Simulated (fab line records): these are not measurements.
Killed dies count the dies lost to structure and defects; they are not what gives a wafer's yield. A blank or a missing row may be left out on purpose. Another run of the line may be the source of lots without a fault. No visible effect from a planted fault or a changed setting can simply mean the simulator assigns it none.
fab line records    flow sky130
record: lots: 12  wafers: 35  last-day: 50
route steps=708 shown METAL1@437 VIA1@461 VIA3@597 PAD_OPEN@708
lots that met no fault: taken from a fault-free run of the same line
start-h: start of the lot's first displayed wafer, in hours after the record's first day    wait-h: hours elapsed since this lot's preceding step    " repeats the value in the row above    L1.1+2: several wafers, shown together as one row    - value missing, or start not given    * or withheld: withheld    < > ~ a bound
route shown NAME@n: a module of which the file shows steps, and the number in the route of the first    usual: mean/standard deviation taken from wafers without a fault    same: alike in all rows    chamber/n: place in a boat    sites: per-site readings    _std_site: standard deviation of those values    _edge_site: inner sites' mean taken away from outer sites' mean    radius-mm: for every site, how far away it sits from the centre of the wafer    mask NAME#n: copy n    behind: the most recent tool/chamber to have shaped the wafer    hold: what put the lot on hold/how long, in hours/how the hold closed    device: which transistor (n, p or np) failed to switch    end of line: at the end of the route, the tests of the same wafers    a step with no rows: only its recipe    killed: not the wafer's yield, but the dies lost to structure and defects at the first sort    map: the dies of a wafer, with x for killed, . for not killed, _ for no die there
set.NAME: setting as actually run; set.NAME@STEP: the setting as run at that earlier step    model.NAME: the simulator's own value behind a step, which no gauge read
one table for each step of the route and one row for each wafer, over a sample of lots
services: when a tool's chamber went out of use (start-h, in hours from the record's first day, below 0 if earlier), for how many hours, and the reason
== steps ==
step: SKY_METAL1_SPUTTER_03
recipe: material: Ti  target-thk-nm: 5  power-w: 3000  time-s: 3.3  chamber-pressure-pa: 0.4
usual: throttle-valve-pct: 30.2/0.87
lot.wafer  tool            chamber  start-h  wait-h  throttle-valve-pct
L715.4     pvd-sputter-02  -        737.57   0.0     28.9
L715.5     "               -        "        "       28.7
L715.6     "               -        "        "       31.5
L717.1     pvd-sputter-03  -        750.65   0.0     30.4
L717.4     "               -        "        "       30.3
L717.5     "               -        "        "       29.8
L719.2     pvd-sputter-03  -        767.79   0.0     30.1
L719.4     "               -        "        "       31.9
L719.6     "               -        "        "       30.0
L722.4     pvd-sputter-02  -        802.09   0.0     28.8
L722.5     "               -        "        "       31.5
L722.6     "               -        "        "       28.9
L721.1     pvd-sputter-04  -        805.97   0.0     29.9
L721.5     "               -        "        "       30.1
L721.6     "               -        "        "       30.5
L726.3     pvd-sputter-04  -        824.47   0.0     30.9
L726.5     "               -        "        "       30.7
L732.1     pvd-sputter-04  -        879.69   0.0     30.3
L732.2     "               -        "        "       29.6
L732.3     "               -        "        "       30.6
L734.1     pvd-sputter-02  -        886.91   0.0     30.2
L734.4     "               -        "        "       29.0
L734.6     "               -        "        "       30.1
L733.3     pvd-sputter-04  -        891.10   0.0     30.1
L733.4     "               -        "        "       29.8
L733.5     "               -        "        "       30.3
L735.2     pvd-sputter-04  -        892.64   0.0     30.7
L735.3     "               -        "        "       29.8
L735.4     "               -        "        "       30.0
L736.4     pvd-sputter-02  -        897.07   0.0     28.8
L736.5     "               -        "        "       31.4
L736.6     "               -        "        "       30.2
L738.1     pvd-sputter-04  -        908.98   0.0     30.4
L738.2     "               -        "        "       30.7
L738.4     "               -        "        "       29.3
step: SKY_METAL1_RS_MEAS_05
recipe: thk-meas-gauge: four-point-probe  reads: TiN_of_METAL1_SPUTTER_04+Ti_of_METAL1_SPUTTER_03+AlCu_of_METAL1_SPUTTER_02+TiN_of_METAL1_SPUTTER_01+Ti_of_METAL1_SPUTTER_00
usual: METAL1_ALCU_RS: 0.1269/0.0011
lot.wafer  tool           chamber  start-h  wait-h  METAL1_ALCU_RS[ohm/sq]
L715.4     film-metro-02  -        737.70   0.1     0.1256
L715.5     "              -        "        "       0.1265
L715.6     "              -        "        "       0.1283
L717.1     film-metro-02  -        750.72   0.0     0.1250
L717.4     "              -        "        "       0.1259
L717.5     "              -        "        "       0.1249
L719.2     film-metro-04  -        767.88   0.0     0.1263
L719.4     "              -        "        "       0.1262
L719.6     "              -        "        "       0.1260
L722.4     film-metro-04  -        802.22   0.1     0.1274
L722.5     "              -        "        "       0.1276
L722.6     "              -        "        "       0.1270
L721.1     film-metro-03  -        806.03   0.0     0.1250
L721.5     "              -        "        "       0.1249
L721.6     "              -        "        "       0.1265
L726.3     film-metro-04  -        824.58   0.1     0.1264
L726.5     "              -        "        "       0.1263
L732.1     film-metro-02  -        879.75   0.0     0.1270
L732.2     "              -        "        "       0.1265
L732.3     "              -        "        "       0.1261
L734.1     film-metro-02  -        886.97   0.0     0.1255
L734.4     "              -        "        "       0.1263
L734.6     "              -        "        "       0.1260
L733.3     film-metro-04  -        891.21   0.1     0.1298
L733.4     "              -        "        "       0.1269
L733.5     "              -        "        "       0.1281
L735.2     film-metro-04  -        892.73   0.0     0.1265
L735.3     "              -        "        "       0.1272
L735.4     "              -        "        "       0.1286
L736.4     film-metro-03  -        897.20   0.1     0.1265
L736.5     "              -        "        "       0.1262
L736.6     "              -        "        "       0.1260
L738.1     film-metro-04  -        909.06   0.0     0.1292
L738.2     "              -        "        "       0.1278
L738.4     "              -        "        "       0.1291
step: SKY_VIA1_BOW_MEAS_03
recipe: mode: bow
usual: VIA1_BOW: 79/6.6
lot.wafer  tool           chamber  start-h  wait-h  VIA1_BOW[um]
L715.4     film-metro-04  -        766.09   0.2     73
L715.5     "              -        "        "       68
L715.6     "              -        "        "       64
L717.1     film-metro-03  -        778.74   0.2     80
L717.4     "              -        "        "       86
L717.5     "              -        "        "       87
L719.2     film-metro-01  -        796.18   0.2     80
L719.4     "              -        "        "       83
L719.6     "              -        "        "       76
L722.4     film-metro-04  -        830.80   0.2     82
L722.5     "              -        "        "       78
L722.6     "              -        "        "       81
L721.1     film-metro-04  -        834.13   0.2     72
L721.5     "              -        "        "       82
L721.6     "              -        "        "       75
L726.3     film-metro-03  -        852.13   0.1     66
L726.5     "              -        "        "       86
L732.1     film-metro-01  -        906.49   0.1     78
L732.2     "              -        "        "       79
L732.3     "              -        "        "       77
L734.1     film-metro-01  -        914.27   0.2     76
L734.4     "              -        "        "       68
L734.6     "              -        "        "       75
L733.3     film-metro-01  -        918.29   0.1     83
L733.4     "              -        "        "       81
L733.5     "              -        "        "       82
L735.2     film-metro-04  -        920.12   0.2     95
L735.3     "              -        "        "       72
L735.4     "              -        "        "       89
L736.4     film-metro-04  -        924.33   0.2     83
L736.5     "              -        "        "       84
L736.6     "              -        "        "       79
L738.1     film-metro-03  -        935.62   0.2     75
L738.2     "              -        "        "       90
L738.4     "              -        "        "       93
step: SKY_VIA3_CMP_24
recipe: stop-on: SiO2  t-overpolish-s: 20  down-force-psi: 3.5  platen-rpm: 60  target-thk-nm: 0  pad-velocity-m-s: 0.94248
usual: head-pressure-psi: 3.499/0.0072  motor-current-A: 11.1/0.73  overpolish-run-s: 20.002/0.0095  time-to-endpoint-s: 95/3.6
same: t-overpolish-s: 20
lot.wafer  tool    chamber  start-h  wait-h  head-pressure-psi  motor-current-A  overpolish-run-s  time-to-endpoint-s
L715.4     cmp-02  1        930.23   0.0     3.494              10.6             20.002            88
L715.5     "       1        "        "       3.507              10.4             20.012            96
L715.6     "       2        "        "       3.507              10.8             19.999            88
L717.4     cmp-01  3        942.41   0.0     3.504              11.8             19.998            94
L717.1     "       0        "        "       3.505              10.1             19.987            94
L717.5     "       3        "        "       3.505              11.2             19.997            91
L719.2     cmp-02  0        959.57   0.0     3.499              12.1             20.015            95
L719.4     "       2        "        "       3.496              11.5             20.001            96
L719.6     "       0        "        "       3.505              11.9             19.983            95
L722.4     cmp-01  0        989.64   0.1     3.494              10.2             20.020            92
L722.6     "       2        "        "       3.495              10.6             20.000            96
L722.5     "       3        "        "       3.496              11.1             20.003            103
L721.1     cmp-02  0        992.82   0.1     3.504              12.2             20.014            95
L721.6     "       2        "        "       3.499              10.8             20.006            92
L721.5     "       3        "        "       3.509              12.0             19.999            91
L726.3     cmp-01  2        1010.01  0.2     3.504              10.6             19.991            92
L726.5     "       0        "        "       3.498              9.7              0.040             150
L732.3     cmp-02  3        1056.95  0.1     3.503              12.1             20.004            98
L732.2     "       0        "        "       3.491              11.9             19.995            103
L732.1     "       1        "        "       3.496              11.0             19.994            92
L734.1     cmp-01  1        1064.50  0.1     3.507              11.6             20.000            98
L734.4     "       0        "        "       3.514              10.0             20.003            98
L734.6     "       1        "        "       3.505              12.1             20.006            96
L733.4     cmp-02  0        1068.11  0.0     3.506              11.6             19.998            99
L733.3     "       3        "        "       3.502              12.6             20.024            94
L733.5     "       1        "        "       3.495              10.5             20.023            96
L735.3     cmp-01  3        1070.77  0.1     3.518              10.7             20.017            105
L735.2     "       0        "        "       3.488              9.8              19.990            105
L735.4     "       1        "        "       3.497              11.9             20.015            94
L736.4     cmp-01  0        1073.02  0.0     3.510              10.2             20.027            97
L736.5     "       0        "        "       3.498              10.0             19.995            96
L736.6     "       1        "        "       3.493              11.6             19.997            95
L738.1     cmp-01  0        1082.62  0.1     3.504              10.5             19.994            100
L738.2     "       1        "        "       3.502              11.9             20.001            95
L738.4     "       2        "        "       3.505              11.6             20.018            97
step: SKY_PAD_OPEN_PROBE_99
usual: defect-limited-yield: 82.5/2  killed_at_M0_to_M3: 44/7  killed_at_M4_up: 3.0/1.7  killed-at-contacts: 24/5.2  killed-at-front-end: 15/4.8  killed-at-other: 0.2/0.56  killed-dies: 86/9.7  killed-on-rim: 17/4.1  killed-open: 47/7.1  killed-short: 39/6.3  sort_bin_3_pad_short: 0.9/0.4  sort_bin_5_function: 10.3/1.6  sort_bin_6_memory: 6.3/1.2  sort-n-pass: 406/9.7  sort-yield-pct: 82.5/2
same: gross-dies: 492  killed-at-back-side: 0  sort_bin_4_leakage[%]: 0  sort_bin_8_speed[%]: 0
lot.wafer  tool       chamber  start-h  wait-h  defect-limited-yield[%]  killed_at_M0_to_M3  killed_at_M4_up  killed-at-contacts  killed-at-front-end  killed-at-other  killed-dies  killed-on-rim  killed-open  killed-short  sort_bin_3_pad_short[%]  sort_bin_5_function[%]  sort_bin_6_memory[%]  sort-n-pass  sort-yield-pct[%]
L715.4     prober-02  -        1078.09  0.2     79.7                     55                  2                22                  21                   0                100          14             52           46            1.2                      10.6                    8.5                   392          79.7
L715.5     prober-02  -        1078.14  0.2     82.7                     47                  1                16                  20                   1                85           16             40           44            1.6                      10.0                    5.7                   407          82.7
L715.6     prober-02  -        1078.19  0.2     81.7                     55                  4                16                  14                   1                90           22             57           33            1.2                      10.4                    6.7                   402          81.7
L717.1     prober-01  -        1088.22  0.1     82.7                     46                  3                27                  9                    0                85           18             44           41            1.4                      8.9                     6.9                   407          82.7
L717.4     prober-01  -        1088.37  0.2     83.5                     36                  3                26                  16                   0                81           20             46           34            0.8                      10.2                    5.5                   411          83.5
L717.5     prober-01  -        1088.42  0.2     84.8                     31                  5                27                  12                   0                75           18             44           31            0.8                      8.9                     5.5                   417          84.8
L719.2     prober-02  -        1102.80  0.1     83.3                     35                  4                25                  18                   0                82           18             47           35            0.2                      10.8                    5.7                   410          83.3
L719.4     prober-02  -        1102.90  0.2     86.6                     37                  6                14                  9                    0                66           14             31           35            1.2                      6.7                     5.5                   426          86.6
L719.6     prober-02  -        1103.00  0.2     85.2                     38                  5                19                  11                   0                73           14             33           39            0.6                      7.9                     6.3                   419          85.2
L722.4     prober-02  -        1128.03  0.2     82.3                     44                  2                32                  9                    0                87           18             53           34            0.6                      11.2                    5.9                   405          82.3
L722.5     prober-02  -        1128.08  0.2     82.1                     50                  2                29                  7                    0                88           21             51           37            0.4                      10.8                    6.7                   404          82.1
L722.6     prober-02  -        1128.13  0.2     80.9                     55                  4                21                  14                   0                94           25             50           43            0.8                      11.6                    6.7                   398          80.9
L721.1     prober-01  -        1130.08  0.1     85.0                     34                  1                31                  7                    1                74           17             49           25            0.6                      8.3                     6.1                   418          85.0
L721.5     prober-01  -        1130.28  0.2     83.3                     42                  6                20                  14                   0                82           18             41           41            0.6                      11.4                    4.7                   410          83.3
L721.6     prober-01  -        1130.33  0.2     83.9                     37                  3                30                  9                    0                79           15             48           31            0.4                      8.7                     6.9                   413          83.9
L726.3     prober-01  -        1144.87  0.2     84.1                     30                  2                30                  16                   0                78           12             41           37            0.2                      10.8                    4.9                   414          84.1
L726.5     prober-01  -        1144.97  0.2     0                        455                 1                22                  14                   0                492          96             42           42            83.5                     8.9                     7.5                   0            0
L732.1     prober-02  -        1182.66  0.1     81.9                     48                  2                24                  14                   1                89           18             41           48            0.8                      11.0                    6.3                   403          81.9
L732.2     prober-02  -        1182.71  0.1     82.7                     47                  3                21                  14                   0                85           12             49           36            0.6                      8.1                     8.5                   407          82.7
L732.3     prober-02  -        1182.76  0.2     81.9                     47                  5                25                  12                   0                89           15             47           42            1.6                      10.0                    6.5                   403          81.9
L734.1     prober-01  -        1187.75  0.1     85.8                     37                  3                20                  10                   0                70           9              41           29            0.4                      9.6                     4.3                   422          85.8
L734.4     prober-01  -        1187.90  0.2     86.2                     32                  1                24                  11                   0                68           13             40           28            0.6                      7.1                     6.1                   424          86.2
L734.6     prober-01  -        1188.00  0.2     84.8                     33                  0                20                  22                   0                75           17             42           32            0.8                      7.7                     6.7                   417          84.8
L733.3     prober-02  -        1189.13  0.2     85.8                     32                  1                25                  11                   1                70           15             34           36            0.4                      8.3                     5.5                   422          85.8
L733.4     prober-02  -        1189.18  0.2     82.5                     37                  3                27                  17                   2                86           17             53           33            1.2                      10.8                    5.5                   406          82.5
L733.5     prober-02  -        1189.23  0.2     83.3                     41                  4                22                  15                   0                82           18             39           43            1.0                      8.5                     7.1                   410          83.3
L735.2     prober-01  -        1192.13  0.1     79.1                     55                  2                32                  14                   0                103          15             53           50            1.2                      13.2                    6.5                   389          79.1
L735.3     prober-01  -        1192.18  0.2     83.9                     39                  4                29                  7                    0                79           19             48           31            1.0                      7.9                     7.1                   413          83.9
L735.4     prober-01  -        1192.23  0.2     81.9                     58                  1                21                  9                    0                89           13             49           40            1.0                      12.2                    4.9                   403          81.9
L736.4     prober-02  -        1194.10  0.2     85.0                     38                  3                17                  16                   0                74           11             41           33            1.4                      8.7                     4.9                   418          85.0
L736.5     prober-02  -        1194.15  0.2     82.3                     37                  3                29                  18                   0                87           17             48           39            1.0                      10.2                    6.5                   405          82.3
L736.6     prober-02  -        1194.20  0.2     80.9                     47                  3                24                  20                   0                94           13             63           31            0.8                      11.6                    6.7                   398          80.9
L738.1     prober-02  -        1200.04  0.1     81.7                     40                  3                32                  15                   0                90           16             54           36            0.2                      12.2                    5.9                   402          81.7
L738.2     prober-02  -        1200.09  0.1     81.9                     36                  5                29                  19                   0                89           13             45           42            0.4                      11.4                    6.3                   403          81.9
L738.4     prober-02  -        1200.19  0.2     78.5                     64                  3                22                  17                   0                106          20             50           55            1.4                      14.0                    6.1                   386          78.5
killed by level:class
L715.4 VIA1:geometric-particle:open=11 METAL2:geometric-particle:short=10 LI_CONTACT:geometric-particle:open=8 CONTACT:geometric-particle:open=8 VIA2:geometric-particle:open=8 FIELD_ISO:geometric-particle:short=6 VIA1:geometric-particle:short=5 POLY_GATE:geometric-particle:open=4
L715.5 VIA1:geometric-particle:open=9 FIELD_ISO:geometric-particle:short=8 LI_CONTACT:geometric-particle:open=7 VIA2:geometric-particle:open=7 VIA3:geometric-particle:open=6 VIA2:geometric-particle:short=5 METAL3:geometric-particle:short=5 METAL2:geometric-particle:short=4
L715.6 VIA1:geometric-particle:open=26 LI_CONTACT:geometric-particle:open=8 VIA2:geometric-particle:open=7 FIELD_ISO:geometric-particle:open=5 POLY_GATE:geometric-particle:short=4 METAL1:geometric-particle:short=4 VIA1:geometric-particle:short=4 METAL4:geometric-particle:short=4
L717.1 LI_CONTACT:geometric-particle:open=8 VIA1:geometric-particle:open=8 VIA2:geometric-particle:open=7 CONTACT:geometric-particle:open=6 VIA1:geometric-particle:short=6 LOCAL_INTERCONNECT:geometric-particle:short=5 METAL1:geometric-particle:short=5 VIA3:geometric-particle:open=5
L717.4 CONTACT:geometric-particle:open=11 VIA1:geometric-particle:open=11 POLY_GATE:geometric-particle:short=7 VIA3:geometric-particle:open=7 LI_CONTACT:geometric-particle:open=6 POLY_GATE:geometric-particle:open=5 METAL3:geometric-particle:short=5 VIA2:geometric-particle:open=3
L717.5 CONTACT:geometric-particle:open=11 VIA1:geometric-particle:open=8 LI_CONTACT:geometric-particle:open=7 VIA2:geometric-particle:open=6 FIELD_ISO:geometric-particle:short=4 LOCAL_INTERCONNECT:geometric-particle:short=4 VIA3:geometric-particle:open=4 FIELD_ISO:geometric-particle:open=3
L719.2 CONTACT:geometric-particle:open=12 VIA3:geometric-particle:open=6 LI_CONTACT:geometric-particle:open=6 METAL1:geometric-particle:short=6 VIA1:geometric-particle:open=5 METAL2:geometric-particle:short=5 FIELD_ISO:geometric-particle:open=4 VIA1:geometric-particle:short=4
L719.4 VIA2:geometric-particle:open=7 CONTACT:geometric-particle:open=6 METAL2:geometric-particle:short=6 METAL4:geometric-particle:short=6 FIELD_ISO:geometric-particle:short=4 LI_CONTACT:geometric-particle:open=4 VIA1:geometric-particle:short=4 VIA1:geometric-particle:open=4
L719.6 VIA2:geometric-particle:open=9 METAL2:geometric-particle:short=8 CONTACT:geometric-particle:open=6 VIA1:geometric-particle:open=5 FIELD_ISO:geometric-particle:short=4 VIA3:geometric-particle:open=4 CONTACT:geometric-particle:short=4 LI_CONTACT:geometric-particle:short=3
L722.4 CONTACT:geometric-particle:open=11 VIA1:geometric-particle:open=11 VIA3:geometric-particle:open=7 LI_CONTACT:geometric-particle:open=6 VIA1:geometric-particle:short=6 LI_CONTACT:geometric-particle:short=5 LOCAL_INTERCONNECT:geometric-particle:short=5 METAL1:geometric-particle:short=5
L722.5 VIA1:geometric-particle:open=13 LI_CONTACT:geometric-particle:open=10 CONTACT:geometric-particle:open=8 VIA1:geometric-particle:short=8 VIA3:geometric-particle:open=7 LOCAL_INTERCONNECT:geometric-particle:short=5 VIA2:geometric-particle:short=5 VIA2:geometric-particle:open=5
L722.6 VIA3:geometric-particle:open=11 VIA1:geometric-particle:open=11 VIA2:geometric-particle:open=7 CONTACT:geometric-particle:open=6 METAL1:geometric-particle:short=6 FIELD_ISO:geometric-particle:open=5 FIELD_ISO:geometric-particle:short=5 LI_CONTACT:geometric-particle:short=4
L721.1 LI_CONTACT:geometric-particle:open=13 VIA1:geometric-particle:open=11 CONTACT:geometric-particle:open=8 VIA2:geometric-particle:open=7 CONTACT:geometric-particle:short=6 VIA3:geometric-particle:open=6 METAL2:geometric-particle:short=4 LOCAL_INTERCONNECT:geometric-particle:short=3
L721.5 METAL2:geometric-particle:short=10 VIA1:geometric-particle:open=9 CONTACT:geometric-particle:open=6 CONTACT:geometric-particle:short=6 VIA2:geometric-particle:open=6 METAL1:geometric-particle:short=5 FIELD_ISO:geometric-particle:open=4 METAL4:geometric-particle:short=4
L721.6 CONTACT:geometric-particle:open=11 LI_CONTACT:geometric-particle:open=8 VIA3:geometric-particle:open=8 VIA1:geometric-particle:open=7 LI_CONTACT:geometric-particle:short=5 VIA2:geometric-particle:open=5 VIA1:geometric-particle:short=4 VIA2:geometric-particle:short=4
L726.3 LI_CONTACT:geometric-particle:open=10 LI_CONTACT:geometric-particle:short=7 VIA1:geometric-particle:open=7 FIELD_ISO:geometric-particle:open=6 FIELD_ISO:geometric-particle:short=6 CONTACT:geometric-particle:open=6 VIA3:geometric-particle:open=5 VIA2:geometric-particle:short=5
L726.5 VIA3:area-cmp=408 CONTACT:geometric-particle:open=10 METAL2:geometric-particle:short=10 VIA3:geometric-particle:open=9 VIA1:geometric-particle:open=8 VIA2:geometric-particle:open=7 LI_CONTACT:geometric-particle:open=4 VIA1:geometric-particle:short=4
L732.1 VIA1:geometric-particle:open=12 VIA2:geometric-particle:short=9 CONTACT:geometric-particle:open=8 VIA1:geometric-particle:short=8 LOCAL_INTERCONNECT:geometric-particle:short=5 FIELD_ISO:geometric-particle:open=4 POLY_GATE:geometric-particle:open=4 LI_CONTACT:geometric-particle:open=4
L732.2 VIA1:geometric-particle:open=14 CONTACT:geometric-particle:open=11 VIA3:geometric-particle:open=10 METAL2:geometric-particle:short=6 FIELD_ISO:geometric-particle:open=5 LOCAL_INTERCONNECT:geometric-particle:short=5 VIA1:geometric-particle:short=5 FIELD_ISO:geometric-particle:short=4
L732.3 VIA1:geometric-particle:open=11 CONTACT:geometric-particle:open=9 LI_CONTACT:geometric-particle:open=6 VIA2:geometric-particle:open=6 VIA1:geometric-particle:short=5 VIA3:geometric-particle:open=5 FIELD_ISO:geometric-particle:open=4 LOCAL_INTERCONNECT:geometric-particle:short=4
L734.1 VIA1:geometric-particle:open=9 CONTACT:geometric-particle:open=8 METAL1:geometric-particle:short=6 VIA2:geometric-particle:open=5 VIA3:geometric-particle:open=5 LI_CONTACT:geometric-particle:open=4 VIA1:geometric-particle:short=4 FIELD_ISO:geometric-particle:open=3
L734.4 CONTACT:geometric-particle:open=11 VIA1:geometric-particle:open=11 FIELD_ISO:geometric-particle:short=8 LI_CONTACT:geometric-particle:open=6 METAL2:geometric-particle:short=6 VIA2:geometric-particle:open=4 LOCAL_INTERCONNECT:geometric-particle:short=3 VIA2:geometric-particle:short=3
L734.6 CONTACT:geometric-particle:open=11 VIA1:geometric-particle:open=8 FIELD_ISO:geometric-particle:open=7 POLY_GATE:geometric-particle:short=5 VIA2:geometric-particle:open=5 FIELD_ISO:geometric-particle:short=4 METAL2:geometric-particle:short=4 LI_CONTACT:geometric-particle:open=3
L733.3 VIA1:geometric-particle:open=8 LI_CONTACT:geometric-particle:open=7 LOCAL_INTERCONNECT:geometric-particle:short=7 METAL1:geometric-particle:short=5 CONTACT:geometric-particle:short=4 POLY_GATE:geometric-particle:open=3 LI_CONTACT:geometric-particle:short=3 CONTACT:geometric-particle:open=3
L733.4 VIA1:geometric-particle:open=13 CONTACT:geometric-particle:open=11 VIA2:geometric-particle:open=9 FIELD_ISO:geometric-particle:short=6 LI_CONTACT:geometric-particle:open=6 POLY_GATE:geometric-particle:short=5 VIA3:geometric-particle:open=5 CONTACT:geometric-particle:short=4
L733.5 CONTACT:geometric-particle:open=10 VIA3:geometric-particle:open=9 FIELD_ISO:geometric-particle:short=6 METAL1:geometric-particle:short=6 VIA1:geometric-particle:open=6 METAL2:geometric-particle:short=6 VIA1:geometric-particle:short=5 VIA2:geometric-particle:open=5
L735.2 CONTACT:geometric-particle:open=13 VIA1:geometric-particle:open=12 METAL2:geometric-particle:short=10 VIA2:geometric-particle:open=9 CONTACT:geometric-particle:short=6 FIELD_ISO:geometric-particle:short=5 METAL1:geometric-particle:short=5 LI_CONTACT:geometric-particle:open=5
L735.3 CONTACT:geometric-particle:open=10 LI_CONTACT:geometric-particle:open=8 VIA3:geometric-particle:open=8 VIA2:geometric-particle:open=8 LOCAL_INTERCONNECT:geometric-particle:short=6 VIA1:geometric-particle:open=6 VIA1:geometric-particle:short=4 METAL2:geometric-particle:short=3
L735.4 VIA1:geometric-particle:open=10 VIA2:geometric-particle:open=10 VIA3:geometric-particle:short=8 LI_CONTACT:geometric-particle:open=7 CONTACT:geometric-particle:open=7 METAL2:geometric-particle:short=6 METAL1:geometric-particle:short=6 VIA3:geometric-particle:open=6
L736.4 VIA1:geometric-particle:open=9 LI_CONTACT:geometric-particle:open=7 VIA2:geometric-particle:open=7 POLY_GATE:geometric-particle:short=5 FIELD_ISO:geometric-particle:open=4 VIA3:geometric-particle:open=4 LOCAL_INTERCONNECT:geometric-particle:short=3 FIELD_ISO:geometric-particle:short=3
L736.5 VIA1:geometric-particle:open=11 CONTACT:geometric-particle:open=10 FIELD_ISO:geometric-particle:open=8 LOCAL_INTERCONNECT:geometric-particle:short=6 VIA2:geometric-particle:open=6 LI_CONTACT:geometric-particle:open=5 POLY_GATE:geometric-particle:short=4 LI_CONTACT:geometric-particle:short=4
L736.6 VIA1:geometric-particle:open=13 VIA2:geometric-particle:open=11 LI_CONTACT:geometric-particle:open=9 CONTACT:geometric-particle:open=9 FIELD_ISO:geometric-particle:open=7 FIELD_ISO:geometric-particle:short=6 VIA2:geometric-particle:short=5 VIA3:geometric-particle:open=5
L738.1 CONTACT:geometric-particle:open=11 LI_CONTACT:geometric-particle:open=9 VIA2:geometric-particle:open=8 VIA1:geometric-particle:open=7 METAL2:geometric-particle:short=7 POLY_GATE:geometric-particle:open=5 LOCAL_INTERCONNECT:geometric-particle:short=5 CONTACT:geometric-particle:short=5
L738.2 CONTACT:geometric-particle:open=10 VIA2:geometric-particle:open=7 FIELD_ISO:geometric-particle:short=6 VIA3:geometric-particle:open=6 CONTACT:geometric-particle:short=5 VIA1:geometric-particle:open=5 FIELD_ISO:geometric-particle:open=4 LI_CONTACT:geometric-particle:short=4
L738.4 VIA1:geometric-particle:short=11 VIA2:geometric-particle:open=10 VIA1:geometric-particle:open=9 METAL2:geometric-particle:short=9 VIA3:geometric-particle:open=8 LI_CONTACT:geometric-particle:open=7 FIELD_ISO:geometric-particle:short=6 CONTACT:geometric-particle:open=6
== services ==
tool            chamber  start-h  hours  kind
pvd-sputter-04  -        729.79   3.8    repair
cmp-01          -        744.00   4.0    pm
cmp-01          -        748.00   -      consumable-replace:conditioner
cmp-01          -        748.00   -      consumable-replace:pad
pvd-sputter-04  -        752.41   1.8    repair
pvd-sputter-03  -        753.10   0.8    repair
cmp-01          -        758.75   1.3    repair
pvd-sputter-03  -        773.69   4.9    repair
pvd-sputter-04  -        904.16   0.9    repair
cmp-02          -        912.00   4.0    pm
cmp-02          -        916.00   -      consumable-replace:conditioner
cmp-02          -        916.00   -      consumable-replace:pad
cmp-01          -        918.50   5.3    pm
cmp-01          -        926.55   3.8    repair
cmp-01          -        926.73   5.7    repair
pvd-sputter-04  -        963.20   8.8    repair
pvd-sputter-04  -        992.93   1.3    repair
cmp-02          -        993.62   0.6    repair
cmp-02          -        1041.12  4.7    pm
pvd-sputter-04  -        1049.80  10.7   repair
pvd-sputter-04  -        1066.53  0.6    repair
== key ==
first-sign: step: SKY_VIA3_CMP_24  reading: overpolish-run-s  direction: down  sigmas: 99+  usual: 20.002  struck: 0.040
effect: step: SKY_VIA3_CMP_24  reading: time-to-endpoint-s  direction: up  sigmas: 15  usual: *  struck: *
effect: step: SKY_PAD_OPEN_PROBE_99  reading: sort_bin_3_pad_short  direction: up  sigmas: 99+  usual: 0.9  struck: 83.5
more-kills-born-at: SKY_VIA3_CMP_24@cmp-01: 408
met-at SKY_VIA3_CMP_24
struck-lots L726
struck-wafers L726.5
later-rows-left-out L726.5
not-acting-at SKY_METAL1_SPUTTER_03,SKY_METAL1_RS_MEAS_05,SKY_VIA1_BOW_MEAS_03
onset-between 989.64 1010.01
fault: kind: process-parameter-drift  tool: cmp-01  chamber: -  onset-h: 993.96  steps: SKY_VIA3_CMP_24  channel: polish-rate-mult  offset: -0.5  shape: step  end-h: 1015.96  scope: struck-wafers-only
later-rows-left-out: the simulator's readings of these wafers behind a module that went badly wrong aren't trusted and aren't shown, but for the sort
